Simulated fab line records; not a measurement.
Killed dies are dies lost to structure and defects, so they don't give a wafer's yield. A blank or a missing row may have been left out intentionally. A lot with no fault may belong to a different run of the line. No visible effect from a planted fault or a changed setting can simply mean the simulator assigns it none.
fab line records	flow sky130
record: lots: 6	wafers: 18	last-day: 51
route steps=708 shown SONOS_TUNNEL@156 SONOS_ONO@168 PAD_OPEN@708
lots with no fault: from the same line, run without faults
start-h: start of the lot's first displayed wafer, in hours after the record's first day	wait-h: hours since the lot's step before	" the same as in the row above	L1.1+2: several wafers, shown together as one row	- no value present, or no start provided	* or withheld: withheld	< > ~ a bound
route shown NAME@n: names a module that has steps shown in the file, with the first one's number in the route	usual: mean/standard deviation taken from wafers without a fault	same: alike in all rows	chamber/n: place in a boat	sites: the reading at each site	_std_site: the values' standard deviation	_edge_site: inner sites' mean taken away from outer sites' mean	radius-mm: for every site, how far away it sits from the centre of the wafer	mask NAME#n: copy n	behind: the most recent tool/chamber to have shaped the wafer	hold: why the lot was held/for how many hours/how that ended	device: the transistor (n, p or np) that didn't switch	end of line: the tests these same wafers got at the end of their route	a step with no rows: only its recipe	killed: dies lost to structure and defects at the first sort, not the wafer's yield	map: per-die view of a wafer (x killed, . not killed, _ where there is no die)
set.NAME: setting as actually run; set.NAME@STEP: the setting as run at that earlier step	model.NAME: the simulator's own value behind a step, which no gauge read
lots at some steps of the route; a table a step, a row a wafer
services: the hour from which a tool's chamber was out of use, counted from the record's first day as start-h (under 0 if before that day), plus the number of hours and why
== steps ==
step: SKY_SONOS_TUNNEL_COAT_02
recipe: resist: NOVOLAK	spin-rpm: 2972	resist-thk-nm: 1140
step: SKY_SONOS_TUNNEL_SOFTBAKE_03
recipe: temp-c: 90	time-s: 60	resist: NOVOLAK
step: SKY_SONOS_TUNNEL_EXPOSE_04
recipe: mask-id: TUNM	na: 0.6	source-shape: conventional	sigma-outer: 0.6	polarization: unpolarized	target-cd-nm: 410	dose-mj: 136
step: SKY_SONOS_TUNNEL_PEB_05
recipe: temp-c: withheld	time-s: *	resist: NOVOLAK
step: SKY_SONOS_TUNNEL_DEVELOP_06
recipe: resist: NOVOLAK	developer: TMAH	develop-time-s: 60	dev-temp-c: 23
step: SKY_SONOS_TUNNEL_CD_MEAS_07
recipe: target-cd-nm: 410
usual: cd-nm: 410.3/2.4
lot.wafer	tool	chamber	start-h	wait-h	cd-nm
L591.1	cd-sem-01	-	279.77	0.1	413.2
L591.2	"	-	"	"	413.1
L591.6	"	-	"	"	414.2
L598.1	cd-sem-02	-	343.07	0.1	414.3
L598.3	"	-	"	"	414.3
L598.5	"	-	"	"	412.2
L599.1	cd-sem-01	-	349.57	0.1	408.6
L599.2	"	-	"	"	408.5
L599.5	"	-	"	"	408.0
L606.4	cd-sem-02	-	419.37	0.1	408.8
L606.5	"	-	"	"	408.3
L606.6	"	-	"	"	404.4
L607.2	cd-sem-01	-	444.48	0.1	409.5
L607.4	"	-	"	"	412.8
L607.5	"	-	"	"	409.1
L608.2	cd-sem-02	-	458.39	0.1	407.8
L608.5	"	-	"	"	408.8
L608.6	"	-	"	"	407.8
step: SKY_SONOS_TUNNEL_OVL_MEAS_08
usual: SONOS_TUNNEL_OVL: 0.7/1.4
lot.wafer	tool	chamber	start-h	wait-h	SONOS_TUNNEL_OVL[nm]
L591.1	overlay-02	-	279.89	0.1	0.4
L591.2	"	-	"	"	2.9
L591.6	"	-	"	"	1.7
L598.1	overlay-01	-	343.19	0.1	-1.8
L598.3	"	-	"	"	-0.9
L598.5	"	-	"	"	0.6
L599.1	overlay-01	-	349.69	0.1	1.0
L599.2	"	-	"	"	1.0
L599.5	"	-	"	"	1.2
L606.4	overlay-01	-	419.44	0.1	0.1
L606.5	"	-	"	"	0.4
L606.6	"	-	"	"	0.5
L607.2	overlay-01	-	444.59	0.1	2.5
L607.4	"	-	"	"	1.9
L607.5	"	-	"	"	0.6
L608.2	overlay-02	-	458.50	0.1	-0.6
L608.5	"	-	"	"	0.3
L608.6	"	-	"	"	1.0
step: SKY_SONOS_TUNNEL_IMPLANT_09
recipe: species: B	energy-kev: 20	dose-cm2: 1e+12	tilt-deg: withheld
step: SKY_SONOS_TUNNEL_WET_ETCH_10
recipe: chemistry: dHF	target-depth-nm: 14	target: SiO2	dilution: 100:1	temp-c: 25	time-s: 280
step: SKY_SONOS_TUNNEL_STRIP_11
recipe: chemistry: SPM	time-s: 600	temp-c: 130
step: SKY_SONOS_TUNNEL_TW_MEAS_12
usual: SONOS_TUNNEL_TW: 198.5/2.1
lot.wafer	tool	chamber	start-h	wait-h	SONOS_TUNNEL_TW
L591.1	film-metro-02	-	280.35	0.0	200.0
L591.2	"	-	"	"	199.5
L591.6	"	-	"	"	199.8
L598.1	film-metro-03	-	343.63	0.0	197.0
L598.3	"	-	"	"	198.1
L598.5	"	-	"	"	197.6
L599.1	film-metro-02	-	350.14	0.0	201.6
L599.2	"	-	"	"	202.8
L599.5	"	-	"	"	201.9
L606.4	film-metro-03	-	419.99	0.0	197.8
L606.5	"	-	"	"	197.5
L606.6	"	-	"	"	198.2
L607.2	film-metro-03	-	445.19	0.0	197.0
L607.4	"	-	"	"	197.7
L607.5	"	-	"	"	197.8
L608.2	film-metro-02	-	458.96	0.0	201.8
L608.5	"	-	"	"	201.7
L608.6	"	-	"	"	201.1
step: SKY_SONOS_TUNNEL_CLEAN_13
recipe: chemistry: dHF	time-s: 20	dilution: 100:1	dry: ipa-marangoni
step: SKY_SONOS_ONO_OXIDATION_00
recipe: temp-c: 800	ambient: O2	idle-temp-c: 700	ramp-up-c-per-min: 10	ramp-down-c-per-min: 3	stabilise-s: 600	purge-s: 300	target-thk-a: 26	ox-time-s: 1249
usual: spike-tc-bottom-C: 819/4.1	spike-tc-centre-C: 798.8/1.3	spike-tc-lower-C: 800.7/1.4	spike-tc-top-C: 809.2/1.9	spike-tc-upper-C: 800.4/1.3	tube-center-temp-C: 800/0.076	tube_center_temp_C_max: 802.1/0.32
same: stabilise-s: 600
lot.wafer	tool	chamber	start-h	wait-h	spike-tc-bottom-C	spike-tc-centre-C	spike-tc-lower-C	spike-tc-top-C	spike-tc-upper-C	tube-center-temp-C	tube_center_temp_C_max	model.SiO2_of_SONOS_ONO_OXIDATION_00.thk-nm
L591.1	furnace-02	0	281.63	1.2	822	797.5	801.0	808.2	802.9	799.92	802.6	2.701
L591.2	"	0	"	"	822	797.6	800.5	807.2	800.4	799.86	801.6	2.679
L591.6	"	0	"	"	822	796.8	802.5	808.0	800.1	800.07	802.8	2.7
L598.1	furnace-02	0	344.23	0.5	806	783.2	788.5	793.2	785.6	784.61	787.1	2.14
L598.3	"	0	"	"	808	782.2	786.7	791.9	784.5	784.83	786.7	2.068
L598.5	"	0	"	"	807	784.3	785.2	793.8	784.6	784.94	786.8	2.104
L599.1	furnace-02	0	351.58	1.4	807	783.4	785.9	796.7	785.3	784.66	786.7	2.113
L599.2	"	0	"	"	807	783.0	786.4	791.5	785.7	784.71	786.7	2.111
L599.5	"	0	"	"	808	781.8	785.5	792.1	785.2	784.51	786.2	2.12
L606.4	furnace-01	0	420.45	0.4	814	799.8	799.2	811.8	800.0	800.07	802.5	2.59
L606.5	"	0	"	"	814	799.6	799.6	811.3	800.1	799.87	802.0	2.584
L606.6	"	0	"	"	814	799.8	800.3	810.8	800.0	799.99	801.8	2.578
L607.2	furnace-02	0	445.26	0.0	822	799.5	800.2	808.3	802.5	799.91	802.0	2.599
L607.4	"	0	"	"	821	798.0	800.6	808.5	801.6	800.02	802.0	2.556
L607.5	"	0	"	"	821	797.1	800.7	808.3	800.8	799.99	801.9	2.469
L608.2	furnace-01	0	461.33	2.3	816	800.7	798.7	811.5	798.8	800	802.2	2.625
L608.5	"	0	"	"	813	802.4	799.0	812.4	799.3	799.93	801.6	2.647
L608.6	"	0	"	"	816	800.6	800.0	810.3	801.0	800.08	801.6	2.608
step: SKY_SONOS_ONO_THK_MEAS_01
recipe: reads: SiO2_of_SONOS_ONO_OXIDATION_00
usual: SONOS_ONO_OXIDATION_THK: 2.59/0.06
lot.wafer	tool	chamber	start-h	wait-h	hold	SONOS_ONO_OXIDATION_THK[nm]
L591.1	film-metro-02	-	282.98	0.0	-	2.67
L591.2	"	-	"	"	-	2.65
L591.6	"	-	"	"	-	2.74
L598.1	film-metro-01	-	345.57	0.0	await-dispo/0.2h/release	2.21
L598.3	"	-	"	"	await-dispo/0.2h/release	2.07
L598.5	"	-	"	"	await-dispo/0.2h/release	2.08
L598.1	film-metro-01	-	345.80	0.2	-	2.18
L598.3	"	-	"	"	-	2.04
L598.5	"	-	"	"	-	2.11
L599.1	film-metro-02	-	352.93	0.0	await-dispo/0.2h/release	2.13
L599.2	"	-	"	"	await-dispo/0.2h/release	2.13
L599.5	"	-	"	"	await-dispo/0.2h/release	2.12
L599.1	film-metro-02	-	353.15	0.2	-	2.08
L599.2	"	-	"	"	-	2.14
L599.5	"	-	"	"	-	2.10
L606.4	film-metro-02	-	421.83	0.0	-	2.59
L606.5	"	-	"	"	-	2.62
L606.6	"	-	"	"	-	2.60
L607.2	film-metro-03	-	446.61	0.0	-	2.60
L607.4	"	-	"	"	-	2.55
L607.5	"	-	"	"	-	2.42
L608.2	film-metro-01	-	462.68	0.0	-	2.62
L608.5	"	-	"	"	-	2.64
L608.6	"	-	"	"	-	2.66
step: SKY_PAD_OPEN_PROBE_99
usual: killed_at_M0_to_M3: 44/6.8	killed_at_M4_up: 2.9/1.9	killed-at-contacts: 24/5.2	killed-at-front-end: 16/4.1	killed-at-other: 0.4/0.74	killed-dies: 88/9.1	killed-open: 48/7.2	killed-short: 39/5.6
same: gross-dies: 492	killed-at-back-side: 0
lot.wafer	tool	chamber	start-h	wait-h	killed_at_M0_to_M3	killed_at_M4_up	killed-at-contacts	killed-at-front-end	killed-at-other	killed-dies	killed-open	killed-short	model.etest.sonos-erased.drive-ua-um	model.etest.sonos-uncharged.r-on-ohm-um	model.etest.cap-ono.gate-log10-a-cm2	model.etest.cap-ono.gate-bv-v	model.etest.cap-ono.tox-acc-nm	model.etest.sonos-erased.vt-v	model.etest.sonos-baked.vt-less-v	model.etest.sonos-programmed.vt-v
L591.1	prober-02	-	1094.99	0.1	53	3	16	12	2	86	35	49	175.2	827.4	-8.244	16.65	13.07	-2.139	-0.4661	1.355
L591.2	prober-02	-	1095.04	0.1	43	4	23	13	2	85	47	38	183.7	820.4	-8.176	16.5	13.04	-2.182	-0.4296	1.399
L591.6	prober-02	-	1095.24	0.2	51	7	14	18	2	92	39	52	147.7	814.2	-8.3	16.46	13.11	-2.091	-0.4931	1.371
L598.1	prober-02	-	1143.34	0.1	56	4	20	21	0	101	48	52	194.7	812.4	-7.63	16.47	12.62	-2.45	-0.6139	1.425
L598.3	prober-02	-	1143.44	0.2	46	3	35	18	1	103	54	47	202.7	804.6	-7.319	16.14	12.4	-2.514	-0.6587	1.548
L598.5	prober-02	-	1143.54	0.2	56	1	24	13	1	95	50	45	230.1	803.7	-7.37	16.08	12.43	-2.528	-0.6603	1.537
L599.1	prober-01	-	1152.79	0.1	48	4	20	11	0	83	49	34	238.2	798.8	-7.134	15.57	12.24	-2.584	-0.7383	1.606
L599.2	prober-01	-	1152.84	0.1	42	1	20	19	0	82	50	32	204.9	798.5	-7.32	15.6	12.33	-2.532	-0.6687	1.591
L599.5	prober-01	-	1152.99	0.2	39	5	14	21	1	80	40	40	241.4	795	-7.15	15.29	12.29	-2.59	-0.7478	1.65
L606.4	prober-02	-	1190.13	0.2	45	2	19	16	0	82	45	37	186.6	815.5	-7.801	16.15	12.83	-2.283	-0.4863	1.476
L606.5	prober-02	-	1190.18	0.2	52	4	28	16	0	100	55	45	223.3	803.3	-7.875	16.4	12.91	-2.331	-0.5386	1.487
L606.6	prober-02	-	1190.23	0.2	45	3	22	20	0	90	43	47	141.8	829.8	-7.984	16.23	12.92	-2.2	-0.5228	1.487
L607.2	prober-01	-	1199.98	0.1	50	1	18	17	0	86	41	45	183	831.2	-7.968	16.37	12.93	-2.255	-0.4459	1.422
L607.4	prober-01	-	1200.08	0.2	40	1	24	15	0	80	47	33	201.2	823.9	-7.944	16.74	12.84	-2.302	-0.5643	1.475
L607.5	prober-01	-	1200.13	0.2	50	2	26	25	2	105	54	51	182.7	814.9	-7.96	16.35	12.87	-2.3	-0.4997	1.418
L608.2	prober-02	-	1217.52	0.1	40	5	23	18	3	89	47	42	201.2	809	-7.751	16	12.72	-2.337	-0.524	1.556
L608.5	prober-02	-	1217.67	0.2	37	3	30	19	0	89	46	43	199	798.1	-7.678	15.88	12.68	-2.334	-0.5627	1.599
L608.6	prober-02	-	1217.72	0.2	47	5	34	16	0	102	67	35	182.6	800.8	-7.607	15.85	12.67	-2.338	-0.5399	1.56
killed by level:class
L591.1 METAL2:geometric-particle:short=15 VIA1:geometric-particle:open=13 CONTACT:geometric-particle:short=6 POLY_GATE:geometric-particle:open=5 LOCAL_INTERCONNECT:geometric-particle:short=5 METAL1:geometric-particle:short=5 VIA3:geometric-particle:open=5 VIA1:geometric-particle:short=3
L591.2 VIA1:geometric-particle:open=12 CONTACT:geometric-particle:open=9 METAL1:geometric-particle:short=6 POLY_GATE:geometric-particle:short=5 SPACER:geometric-particle:open=5 LI_CONTACT:geometric-particle:open=5 VIA2:geometric-particle:open=4 VIA1:geometric-particle:short=4
L591.6 VIA1:geometric-particle:open=10 METAL2:geometric-particle:short=10 VIA1:geometric-particle:short=7 CONTACT:geometric-particle:open=6 POLY_GATE:geometric-particle:short=5 LOCAL_INTERCONNECT:geometric-particle:short=4 VIA2:geometric-particle:short=4 VIA2:geometric-particle:open=4
L598.1 VIA3:geometric-particle:open=11 VIA2:geometric-particle:open=8 VIA1:geometric-particle:open=8 VIA1:geometric-particle:short=8 FIELD_ISO:geometric-particle:short=7 LI_CONTACT:geometric-particle:open=7 LOCAL_INTERCONNECT:geometric-particle:short=6 POLY_GATE:geometric-particle:short=5
L598.3 LI_CONTACT:geometric-particle:open=11 CONTACT:geometric-particle:open=11 VIA1:geometric-particle:open=10 VIA1:geometric-particle:short=8 METAL2:geometric-particle:short=8 FIELD_ISO:geometric-particle:short=6 LOCAL_INTERCONNECT:geometric-particle:short=6 VIA2:geometric-particle:open=5
L598.5 VIA1:geometric-particle:open=11 CONTACT:geometric-particle:short=10 VIA3:geometric-particle:open=10 VIA2:geometric-particle:open=9 FIELD_ISO:geometric-particle:short=6 CONTACT:geometric-particle:open=6 VIA1:geometric-particle:short=6 METAL2:geometric-particle:short=5
L599.1 VIA1:geometric-particle:open=12 METAL1:geometric-particle:short=9 CONTACT:geometric-particle:open=8 VIA3:geometric-particle:open=8 VIA2:geometric-particle:open=5 FIELD_ISO:geometric-particle:short=4 LI_CONTACT:geometric-particle:open=4 METAL2:geometric-particle:short=4
L599.2 CONTACT:geometric-particle:open=13 POLY_GATE:geometric-particle:open=7 VIA1:geometric-particle:open=7 VIA1:geometric-particle:short=6 METAL1:geometric-particle:short=6 VIA2:geometric-particle:open=6 VIA3:geometric-particle:open=5 FIELD_ISO:geometric-particle:open=4
L599.5 VIA1:geometric-particle:open=13 FIELD_ISO:geometric-particle:short=6 VIA2:geometric-particle:open=6 FIELD_ISO:geometric-particle:open=5 CONTACT:geometric-particle:short=5 VIA3:geometric-particle:open=5 VIA2:geometric-particle:short=4 METAL4:geometric-particle:short=4
L606.4 VIA1:geometric-particle:open=12 METAL1:geometric-particle:short=10 LI_CONTACT:geometric-particle:open=6 VIA2:geometric-particle:open=5 POLY_GATE:geometric-particle:open=4 CONTACT:geometric-particle:short=4 CONTACT:geometric-particle:open=4 VIA3:geometric-particle:open=4
L606.5 VIA1:geometric-particle:open=17 LI_CONTACT:geometric-particle:open=14 METAL1:geometric-particle:short=7 CONTACT:geometric-particle:open=6 METAL3:geometric-particle:short=5 VIA2:geometric-particle:open=5 POLY_GATE:geometric-particle:short=5 CONTACT:geometric-particle:short=5
L606.6 LI_CONTACT:geometric-particle:open=8 METAL1:geometric-particle:short=8 POLY_GATE:geometric-particle:short=7 CONTACT:geometric-particle:short=7 VIA3:geometric-particle:open=7 VIA2:geometric-particle:open=7 VIA1:geometric-particle:open=6 POLY_GATE:geometric-particle:open=5
L607.2 CONTACT:geometric-particle:open=8 VIA2:geometric-particle:open=8 VIA3:geometric-particle:short=7 VIA3:geometric-particle:open=7 VIA1:geometric-particle:open=6 POLY_GATE:geometric-particle:short=5 METAL3:geometric-particle:short=5 METAL2:geometric-particle:short=4
L607.4 VIA2:geometric-particle:open=10 CONTACT:geometric-particle:open=9 LI_CONTACT:geometric-particle:open=7 VIA1:geometric-particle:open=7 VIA3:geometric-particle:open=6 CONTACT:geometric-particle:short=5 METAL1:geometric-particle:short=5 VIA1:geometric-particle:short=4
L607.5 LI_CONTACT:geometric-particle:open=10 VIA1:geometric-particle:open=10 FIELD_ISO:geometric-particle:open=8 VIA2:geometric-particle:open=7 METAL2:geometric-particle:short=7 FIELD_ISO:geometric-particle:short=6 VIA3:geometric-particle:open=6 CONTACT:geometric-particle:short=5
L608.2 VIA1:geometric-particle:open=11 LI_CONTACT:geometric-particle:open=9 CONTACT:geometric-particle:open=8 METAL2:geometric-particle:short=7 VIA2:geometric-particle:open=6 FIELD_ISO:geometric-particle:short=4 FIELD_ISO:geometric-particle:open=4 POLY_GATE:geometric-particle:short=4
L608.5 LOCAL_INTERCONNECT:geometric-particle:short=8 CONTACT:geometric-particle:open=8 METAL2:geometric-particle:short=7 VIA1:geometric-particle:open=7 POLY_GATE:geometric-particle:open=6 POLY_GATE:geometric-particle:short=6 VIA2:geometric-particle:open=6 LI_CONTACT:geometric-particle:open=5
L608.6 CONTACT:geometric-particle:open=18 VIA1:geometric-particle:open=10 LI_CONTACT:geometric-particle:open=9 VIA3:geometric-particle:open=7 CONTACT:geometric-particle:short=6 METAL2:geometric-particle:short=6 VIA2:geometric-particle:open=6 FIELD_ISO:geometric-particle:open=5
== services ==
tool	chamber	start-h	hours	kind
furnace-02	-	287.37	2.9	pm
furnace-01	-	408.75	3.6	pm
furnace-02	-	454.50	2.8	pm
== key ==
first-sign: step: SKY_SONOS_ONO_OXIDATION_00	reading: tube-center-temp-C	direction: down	sigmas: 99+	usual: *	struck: *
effect: step: SKY_SONOS_ONO_OXIDATION_00	reading: tube_center_temp_C_max	direction: down	sigmas: 48	usual: *	struck: *
effect: step: SKY_SONOS_ONO_THK_MEAS_01	reading: visit	direction: added
effect: step: SKY_SONOS_ONO_THK_MEAS_01	reading: SONOS_ONO_OXIDATION_THK	direction: down	sigmas: 7.8	usual: 2.59	struck: 2.12
model-effect: step: SKY_SONOS_ONO_OXIDATION_00	value: SiO2_of_SONOS_ONO_OXIDATION_00.thk-nm	without: 2.633	struck: 2.109
model-effect: step: SKY_PAD_OPEN_PROBE_99	value: etest.sonos-erased.drive-ua-um	without: 183.7	struck: 218.7
met-at SKY_SONOS_ONO_OXIDATION_00
struck-wafers L598.1,L598.3,L598.5,L599.1,L599.2,L599.5
tester-left-out L598,L599
onset-between 281.63 344.23
fault: kind: process-parameter-drift	tool: furnace-02	chamber: -	onset-h: 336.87	steps: SKY_SONOS_ONO_OXIDATION_00	channel: temp-c	offset: *	shape: step	end-h: 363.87	acts-in: *	stated: *
tester-left-out: of these lots the tester's yield and bins aren't shown, on N5 and GAA mostly nor the transistor test; their killed dies are dies lost to structure and defects alone, not to doping, threshold or leakage, so they don't give the yield
